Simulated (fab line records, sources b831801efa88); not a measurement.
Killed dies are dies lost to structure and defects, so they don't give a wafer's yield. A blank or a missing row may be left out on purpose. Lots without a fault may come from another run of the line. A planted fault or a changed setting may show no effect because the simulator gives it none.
fab line records | flow sfq_line
record lots=14 wafers=42 last_day=92
route steps=325 shown L0@4 L0V@26 M0@29 I0@53
lots that met no fault: from a run of the same line without faults
start_h: hours from the record's first day to the start of the lot's first wafer shown | wait_h: hours since the lot's step before | " the same as in the row above | L1.1+2: a row that stands for several wafers | - no value, or no start given | * or withheld: withheld | < > ~ a bound
route shown NAME@n: a module of which the file shows steps, and the number in the route of the first | usual: mean/standard deviation of fault-free wafers | same: alike in all rows | chamber/n: place in a boat | sites: the reading at each site | _std_site: their standard deviation | _edge_site: outer sites' mean less inner sites' | radius_mm: how far each site lies from the wafer's centre | mask NAME#n: copy n | behind: the tool/chamber that last shaped the wafer | hold: why the lot was held/for how many hours/how that ended | device: the transistor (n, p or np) that didn't switch | end of line: the same wafers' tests at the end of the route | a step without rows: its recipe alone | killed: dies lost to structure and defects at the first sort, not the wafer's yield | map: a wafer's dies, x killed, . not, _ none there
set.NAME: the setting as run; set.NAME@STEP: as run at that earlier step | model.NAME: the simulator's own value behind a step, which no gauge read
steps of the route over a sample of lots; a table a step, a row a wafer
services: from which hour (start_h, from the record's first day; less than 0 if before it) a tool's chamber was out of use, for how many hours, and why
## steps
# step SFQ_L0_RS_MEAS_901
# recipe thk_meas_gauge=four-point-probe reads=MoNx_KI_of_TRILAYER_L0_DEP_SPUTTER_003
# usual L0_MONX_KI_RS=43.5/0.49
# columns lot.wafer tool chamber start_h wait_h L0_MONX_KI_RS[ohm/sq]
L412.1 film_metro-04 - 12.56 0.0 42.9
L412.3 " - " " 43.4
L412.5 " - " " 42.8
L414.2 film_metro-04 - 22.58 0.1 42.8
L414.3 " - " " 43.3
L414.4 " - " " 43.5
L415.1 film_metro-03 - 27.56 0.0 43.7
L415.3 " - " " 44.4
L415.4 " - " " 44.0
L416.2 film_metro-04 - 32.58 0.1 43.3
L416.3 " - " " 43.0
L416.4 " - " " 42.9
L417.2 film_metro-04 - 37.58 0.1 44.0
L417.3 " - " " 43.1
L417.4 " - " " 44.0
L418.4 film_metro-03 - 42.62 0.1 43.5
L418.5 " - " " 44.2
L418.6 " - " " 43.8
L419.3 film_metro-04 - 47.60 0.1 42.9
L419.5 " - " " 43.6
L419.6 " - " " 43.1
L420.3 film_metro-03 - 52.60 0.1 44.0
L420.5 " - " " 44.5
L420.6 " - " " 43.5
L422.3 film_metro-01 - 62.60 0.1 44.3
L422.4 " - " " 43.9
L422.5 " - " " 43.7
L426.2 film_metro-03 - 82.58 0.1 43.7
L426.5 " - " " 44.2
L426.6 " - " " 43.6
L430.3 film_metro-04 - 102.60 0.1 43.6
L430.4 " - " " 43.3
L430.6 " - " " 42.9
L431.1 film_metro-04 - 107.56 0.0 42.9
L431.5 " - " " 43.1
L431.6 " - " " 43.8
L432.2 film_metro-01 - 112.58 0.1 43.3
L432.3 " - " " 43.5
L432.5 " - " " 43.0
L435.1 film_metro-01 - 127.56 0.0 43.3
L435.2 " - " " 44.2
L435.6 " - " " 43.4
# step SFQ_TRILAYER_L0_VIA_STRIP_STRIP_017
# recipe gas=O2 power_w=200 platen_temp_c=40 overash_fraction=0.65 chemistry=O2 pressure_mtorr=50
# usual drypump_motor_current_A=5.2/0.32 oes_product_au=1.001/0.012
# columns lot.wafer tool chamber start_h wait_h drypump_motor_current_A oes_product_au rf_hours_counter_h
L412.1 rie_metal-02 0 90.98 - 5.7 1.000 125
L412.3 " 1 " " 4.7 0.999 -
L412.5 " 1 " " 4.7 1.008 -
L414.2 rie_metal-04 1 102.98 - 5.3 0.987 137
L414.3 " 1 " " 5.3 0.990 -
L414.4 " 0 " " 5.1 1.020 -
L415.1 rie_metal-02 0 107.78 - 5.7 0.985 129
L415.3 " 1 " " 4.7 1.000 -
L415.4 " 0 " " 5.6 0.993 -
L416.2 rie_metal-04 0 112.58 - 5.1 1.019 5
L416.3 " 1 " " 5.3 0.990 -
L416.4 " 0 " " 5.0 1.018 -
L417.2 rie_metal-04 1 116.18 - 5.3 0.989 139
L417.3 " 0 " " 5.0 1.013 -
L417.4 " 1 " " 5.3 0.995 -
L418.4 rie_metal-03 1 124.78 - 5.5 1.003 -
L418.5 " 1 " " 5.5 1.011 -
L418.6 " 0 " " 5.2 1.001 -
L419.3 rie_metal-04 0 132.08 - 5.1 1.011 -
L419.5 " 1 " " 5.3 1.000 -
L419.6 " 0 " " 5.1 1.016 -
L420.3 rie_metal-02 0 135.68 - 5.7 0.995 -
L420.5 " 0 " " 5.7 0.988 -
L420.6 " 1 " " 4.7 1.007 -
L422.3 rie_metal-04 0 148.88 - 5.0 1.033 -
L422.4 " 1 " " 5.3 0.997 -
L422.5 " 0 " " 5.0 1.017 -
L426.2 rie_metal-02 1 176.85 - 4.7 1.000 170
L426.5 " 0 " " 5.7 0.989 -
L426.6 " 1 " " 4.7 0.997 -
L430.3 rie_metal-02 1 204.65 - 4.7 0.998 -
L430.4 " 0 " " 5.7 0.993 -
L430.6 " 1 " " 4.7 0.993 -
L431.1 rie_metal-03 0 211.65 - 5.3 0.996 195
L431.5 " 0 " " 5.2 1.000 -
L431.6 " 1 " " 5.5 1.008 -
L432.2 rie_metal-04 0 220.05 - 5.1 1.027 24
L432.3 " 0 " " 5.1 1.016 -
L432.5 " 1 " " 5.3 0.996 -
L435.1 rie_metal-03 0 328.44 - 5.2 0.992 9
L435.2 " 1 " " 5.5 1.017 136
L435.6 " 1 " " 5.5 1.005 -
# step SFQ_TRILAYER_M0_DEP_SPUTTER_019
# recipe material=Nb base_pressure_pa=1.33e-06 chamber_pressure_pa=0.1333 substrate_temp_c=20 resputter_cathode_voltage_v=400 target_thk_nm=200 power_w=2000 time_s=133.3
# usual throttle_valve_pct=30.0/0.84
# columns lot.wafer tool chamber start_h wait_h throttle_valve_pct
L412.1 pvd_sputter-03 - 91.78 0.0 29.4
L412.3 " - " " 30.1
L412.5 " - " " 29.1
L414.2 pvd_sputter-04 - 103.78 0.0 30.3
L414.3 " - " " 31.8
L414.4 " - " " 29.6
L415.1 pvd_sputter-05 - 108.58 0.0 29.8
L415.3 " - " " 29.6
L415.4 " - " " 29.6
L416.2 pvd_sputter-04 - 113.38 0.0 29.5
L416.3 " - " " 30.4
L416.4 " - " " 29.5
L417.2 pvd_sputter-03 - 116.98 0.0 29.2
L417.3 " - " " 30.3
L417.4 " - " " 31.5
L418.4 pvd_sputter-04 - 125.38 0.0 30.6
L418.5 " - " " 30.4
L418.6 " - " " 29.4
L419.3 pvd_sputter-04 - 132.68 0.0 31.9
L419.5 " - " " 29.5
L419.6 " - " " 30.1
L420.3 pvd_sputter-05 - 136.28 0.0 29.7
L420.5 " - " " 29.4
L420.6 " - " " 29.8
L422.3 pvd_sputter-04 - 149.48 0.0 29.6
L422.4 " - " " 30.3
L422.5 " - " " 29.5
L426.2 pvd_sputter-04 - 177.65 0.0 31.8
L426.5 " - " " 29.4
L426.6 " - " " 30.3
L430.3 pvd_sputter-05 - 205.25 0.0 29.4
L430.4 " - " " 29.6
L430.6 " - " " 29.9
L431.1 pvd_sputter-03 - 212.45 0.0 29.2
L431.5 " - " " 30.2
L431.6 " - " " 31.5
L432.2 pvd_sputter-05 - 220.87 0.0 29.0
L432.3 " - " " 29.7
L432.5 " - " " 29.6
L435.1 pvd_sputter-04 - 329.24 0.0 29.5
L435.2 " - " " 29.4
L435.6 " - " " 29.4
# step SFQ_M0_RS_MEAS_904
# recipe thk_meas_gauge=four-point-probe reads=Nb_of_TRILAYER_M0_DEP_SPUTTER_019
# usual M0_NB_RS=0.884/0.013
# columns lot.wafer tool chamber start_h wait_h hold M0_NB_RS[ohm/sq]
L412.1 film_metro-02 - 91.87 0.0 - 0.869
L412.3 " - " " - 0.876
L412.5 " - " " - 0.866
L414.2 film_metro-01 - 103.89 0.1 - 0.875
L414.3 " - " " - 0.883
L414.4 " - " " - 0.885
L415.1 film_metro-01 - 108.67 0.0 - 0.903
L415.3 " - " " - 0.903
L415.4 " - " " - 0.909
L416.2 film_metro-02 - 113.49 0.1 - 0.906
L416.3 " - " " - 0.887
L416.4 " - " " - 0.890
L417.2 film_metro-04 - 117.09 0.1 - 0.874
L417.3 " - " " - 0.894
L417.4 " - " " - 0.888
L418.4 film_metro-02 - 125.53 0.1 - 0.875
L418.5 " - " " - 0.877
L418.6 " - " " - 0.887
L419.3 film_metro-02 - 132.81 0.1 - 0.874
L419.5 " - " " - 0.883
L419.6 " - " " - 0.873
L420.3 film_metro-02 - 136.41 0.1 - 0.890
L420.5 " - " " - 0.908
L420.6 " - " " - 0.889
L422.3 film_metro-02 - 149.61 0.1 await_dispo/0.2h/release 0.759
L422.4 " - " " await_dispo/0.2h/release 0.745
L422.5 " - " " await_dispo/0.2h/release 0.751
L422.3 film_metro-02 - 149.89 0.3 - 0.759
L422.4 " - " " - 0.744
L422.5 " - " " - 0.752
L426.2 film_metro-02 - 177.76 0.1 await_dispo/0.2h/release 0.753
L426.5 " - " " await_dispo/0.2h/release 0.758
L426.6 " - " " await_dispo/0.2h/release 0.745
L426.2 film_metro-02 - 178.05 0.3 - 0.754
L426.5 " - " " - 0.759
L426.6 " - " " - 0.746
L430.3 film_metro-02 - 205.38 0.1 - 0.909
L430.4 " - " " - 0.902
L430.6 " - " " - 0.897
L431.1 film_metro-04 - 212.54 0.0 - 0.875
L431.5 " - " " - 0.895
L431.6 " - " " - 0.892
L432.2 film_metro-04 - 220.98 0.1 - 0.883
L432.3 " - " " - 0.885
L432.5 " - " " - 0.880
L435.1 film_metro-02 - 329.33 0.0 - 0.873
L435.2 " - " " - 0.864
L435.6 " - " " - 0.876
# step SFQ_TRILAYER_M0_ETCH_METAL_ETCH_024
# recipe target=Nb stop_on=SiO2 mask_material=PR chemistry=Cl2/Ar target_depth_nm=240 icp_w=600 bias_w=80 pressure_mtorr=10 time_s=120
# usual drypump_motor_current_A=5.38/0.25 oes_product_au=0.898/0.0083
# same time_s=120
# columns lot.wafer tool chamber start_h wait_h drypump_motor_current_A oes_product_au rf_hours_counter_h
L412.1 rie_metal-01 1 176.22 0.0 5.38 0.905 72
L412.3 " 0 " " 5.80 0.894 -
L412.5 " 1 " " 5.39 0.904 -
L414.2 rie_metal-01 1 191.82 0.0 5.38 0.905 75
L414.3 " 0 " " 5.86 0.900 -
L414.4 " 1 " " 5.37 0.893 -
L415.1 rie_metal-01 0 199.02 0.0 5.82 0.887 49
L415.3 " 0 " " 5.81 0.892 -
L415.4 " 1 " " 5.37 0.889 -
L416.2 rie_metal-01 0 203.82 0.0 5.85 0.883 51
L416.3 " 0 " " 5.83 0.904 -
L416.4 " 1 " " 5.38 0.897 -
L417.2 rie_metal-01 0 206.22 0.0 5.83 0.906 51
L417.3 " 1 " " 5.37 0.892 -
L417.4 " 0 " " 5.80 0.892 -
L418.4 rie_metal-01 0 215.86 0.1 5.85 0.903 -
L418.5 " 0 " " 5.85 0.903 -
L418.6 " 1 " " 5.39 0.892 -
L419.3 rie_metal-04 0 226.82 0.1 5.06 0.908 -
L419.5 " 1 " " 5.29 0.901 -
L419.6 " 0 " " 5.06 0.901 -
L420.3 rie_metal-03 1 230.42 0.1 5.50 0.888 -
L420.5 " 0 " " 5.22 0.891 -
L420.6 " 1 " " 5.51 0.896 -
L422.3 rie_metal-04 0 252.73 0.1 5.05 0.981 -
L422.4 " 1 " " 5.31 0.987 -
L422.5 " 0 " " 5.03 0.981 -
L426.2 rie_metal-03 0 281.49 0.0 5.25 0.982 2
L426.5 " 1 " " 5.53 0.991 -
L426.6 " 0 " " 5.25 0.979 -
L430.3 rie_metal-01 0 299.66 0.1 5.83 0.890 -
L430.4 " 1 " " 5.38 0.876 -
L430.6 " 0 " " 5.84 0.884 -
L431.1 rie_metal-04 0 300.82 0.0 5.06 0.896 35
L431.5 " 1 " " 5.32 0.893 -
L431.6 " 0 " " 5.07 0.891 -
L432.2 rie_metal-04 1 302.02 0.0 5.33 0.893 166
L432.3 " 1 " " 5.32 0.900 -
L432.5 " 0 " " 5.04 0.904 -
L435.1 rie_metal-03 0 331.86 0.0 5.26 0.905 10
L435.2 " 1 " " 5.51 0.915 136
L435.6 " 1 " " 5.52 0.905 -
# step SFQ_I0_OVL_MEAS_908
# usual I0_OVL=-1/6.1
# columns lot.wafer tool chamber start_h wait_h I0_OVL[nm]
L412.1 overlay-02 - 203.13 0.1 -8
L412.3 " - " " -2
L412.5 " - " " -5
L414.2 overlay-02 - 303.00 0.1 -15
L414.3 " - " " -15
L414.4 " - " " -10
L415.1 overlay-01 - 316.32 0.1 -10
L415.3 " - " " -2
L415.4 " - " " -10
L416.2 overlay-01 - 322.33 0.1 3
L416.3 " - " " 8
L416.4 " - " " 15
L417.2 overlay-01 - 330.73 0.1 -4
L417.3 " - " " -3
L417.4 " - " " 0
L418.4 overlay-02 - 348.94 0.1 2
L418.5 " - " " 4
L418.6 " - " " 4
L419.3 overlay-02 - 359.74 0.1 1
L419.5 " - " " -3
L419.6 " - " " 4
L420.3 overlay-02 - 370.38 0.1 0
L420.5 " - " " 2
L420.6 " - " " -2
L422.3 overlay-02 - 394.38 0.1 -8
L422.4 " - " " -7
L422.5 " - " " 0
L426.2 overlay-02 - 422.19 0.1 -5
L426.5 " - " " -14
L426.6 " - " " -6
L430.3 overlay-01 - 445.00 0.1 10
L430.4 " - " " 2
L430.6 " - " " 8
L431.1 overlay-02 - 449.78 0.1 7
L431.5 " - " " 3
L431.6 " - " " 3
L432.2 overlay-02 - 454.59 0.1 6
L432.3 " - " " 8
L432.5 " - " " 4
L435.1 overlay-01 - 479.91 0.1 4
L435.2 " - " " 9
L435.6 " - " " 4
## services
# columns tool chamber start_h hours kind
rie_metal-04 - 69.44 14.6 pm
pvd_sputter-03 - 74.35 3.4 repair
rie_metal-04 1 89.70 10.1 repair
pvd_sputter-03 - 102.76 3.6 repair
rie_metal-02 - 115.84 14.6 pm
pvd_sputter-04 - 127.78 3.2 repair
rie_metal-01 0 131.47 5.7 repair
rie_metal-01 - 160.50 14.6 pm
pvd_sputter-04 - 163.80 2.5 repair
pvd_sputter-04 - 168.39 5.9 repair
pvd_sputter-04 1 183.99 - consumable_replace:kit
pvd_sputter-04 - 195.71 7.1 repair
pvd_sputter-05 - 209.58 5.1 repair
rie_metal-02 0 224.17 7.0 repair
rie_metal-04 1 229.75 10.0 repair
rie_metal-02 - 235.25 1.1 repair
rie_metal-04 - 264.76 1.7 repair
pvd_sputter-05 - 273.24 5.8 repair
pvd_sputter-05 - 277.28 1.1 repair
pvd_sputter-05 - 298.65 2.4 repair
rie_metal-01 - 301.83 28.1 pm
pvd_sputter-03 - 303.02 1.2 repair
rie_metal-04 0 304.58 3.6 repair
pvd_sputter-05 - 313.74 1.7 repair
## key
first_sign step=SFQ_M0_RS_MEAS_904 reading=visit direction=added
effect step=SFQ_M0_RS_MEAS_904 reading=M0_NB_RS direction=down sigmas=10 usual=0.884 struck=0.752
effect step=SFQ_TRILAYER_M0_ETCH_METAL_ETCH_024 reading=oes_product_au direction=up sigmas=10 usual=0.898 struck=0.984
met_at SFQ_TRILAYER_M0_DEP_SPUTTER_019
struck_lots L422,L426
not_acting_at SFQ_L0_RS_MEAS_901,SFQ_TRILAYER_L0_VIA_STRIP_STRIP_017,SFQ_I0_OVL_MEAS_908
onset_between 132.68 149.48
fault kind=process_parameter_drift tool=pvd_sputter-04 chamber=- onset_h=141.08 steps=SFQ_TRILAYER_M0_DEP_SPUTTER_019 channel=time_s offset=* shape=step end_h=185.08 acts_in=* stated=*
